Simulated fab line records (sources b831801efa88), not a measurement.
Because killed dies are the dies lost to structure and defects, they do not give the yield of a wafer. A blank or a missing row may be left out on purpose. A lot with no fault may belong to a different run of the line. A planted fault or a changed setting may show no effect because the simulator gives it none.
A lot that was struck, set against a sound lot || flow gf180mcu || 14 steps out of a route of 602
Sound: the wafers L656.1, L656.3, L656.4. Wafers struck: L673.1, L673.2, L673.4. At the end, the cause is stated.
Per side, at each step with rows, come the tool, then ch with its chambers, and then its first start. Under that, the readings that differ: sound wafers || struck wafers || difference of the means || sigmas: that difference in standard deviations of wafers without a fault.
alike: readings with means less than 2 such deviations apart, plus words and numbers identical on both sides. not compared: withheld readings, readings lacking a value on some wafer, bounds such as >300 that could conceal the same value, and numbers that have no deviation in the record and whose values overlap.
A row with sigmas, a row that says differs or no value, or rows on one side alone: a step with any of these is where the two part. Numbers that have no deviation but don't overlap get no sigmas and don't part them. A reading that every wafer of one side lacks parts them only if that side has two wafers or more.

first, 5 steps without rows for these wafers: GF_V2_COAT_09 (resist thk 1000 nm); GF_V2_SOFTBAKE_10 (time 60 s); GF_V2_EXPOSE_11 (exposes mask Via2, target cd 260 nm); GF_V2_PEB_12 (peb time 90 s); GF_V2_DEVELOP_13 (develop time 60 s).
GF_V2_CD_MEAS_14 targets a cd of 260 nm.
  sound on cd-sem-01, day 20 20:59; struck on cd-sem-01, day 26 21:01
  alike: cd-nm
GF_V2_OVL_MEAS_15:
  sound on overlay-02, day 20 21:07; struck on overlay-02, day 26 21:08
  alike: V2_OVL
GF_V2_ETCH_16: etches BARC in N2/H2.
  sound on rie-diel-02 ch 0,2,3, day 20 21:09; struck on rie-diel-01 ch 0,2, day 26 21:10
{"reading": "drypump-motor-current-A (A)", "sound": "4.8 5.1 5.5", "struck": "5.5 6.5 6.5", "difference": "+1.0", "sigmas": "+2"}
  alike: bias-w, h2-flow-sccm, oes-product-au, throttle-valve-pct
GF_V2_ETCH_17: etches SiO2 in C4F8/O2/Ar, stops on TiN, target depth 630 nm.
  sound on rie-diel-02 ch 0,2,3; struck on rie-diel-01 ch 0,2
  alike: bias-w, oes-product-au
GF_V2_STRIP_18: strips in O2/N2.
  sound on plasma-asher-01 ch 0,1, day 20 21:16; struck on plasma-asher-01 ch 0,1, day 26 21:18
  alike: drypump-motor-current-A, heater-power-w, oes-product-au
  not compared: rf-hours-counter-h
then, 2 steps without rows for these wafers: GF_V2_STRIP_19 (strips in post etch residue remover, time 1200 s); GF_V2_CLEAN_20 (cleans in DIW).
GF_V2_SPUTTER_21: material Ti, target thk 15 nm, time 80.02 s.
  sound on pvd-sputter-04, day 20 21:49; struck on pvd-sputter-01, day 26 21:53
  no value came back on the struck wafers for cathode-dc-power-W (W), chamber-pressure-pa (Pa), throttle-valve-pct (%); on the sound wafers cathode-dc-power-W (W) reads 2500.1 2500.1 2500.4
GF_V2_SPUTTER_22: material TiN, target thk 10 nm, time 40 s.
  sound on pvd-sputter-04, day 20 21:53; struck on pvd-sputter-01, day 26 21:56
  alike: cathode-dc-power-W, chamber-pressure-pa, throttle-valve-pct

## WHERE THEY PART
Earliest at GF_V2_ETCH_16; latest, in this record, at GF_V2_SPUTTER_21. Later steps at which nothing parts them and some readings are alike: GF_V2_SPUTTER_22.

WHY: what the simulator had put in
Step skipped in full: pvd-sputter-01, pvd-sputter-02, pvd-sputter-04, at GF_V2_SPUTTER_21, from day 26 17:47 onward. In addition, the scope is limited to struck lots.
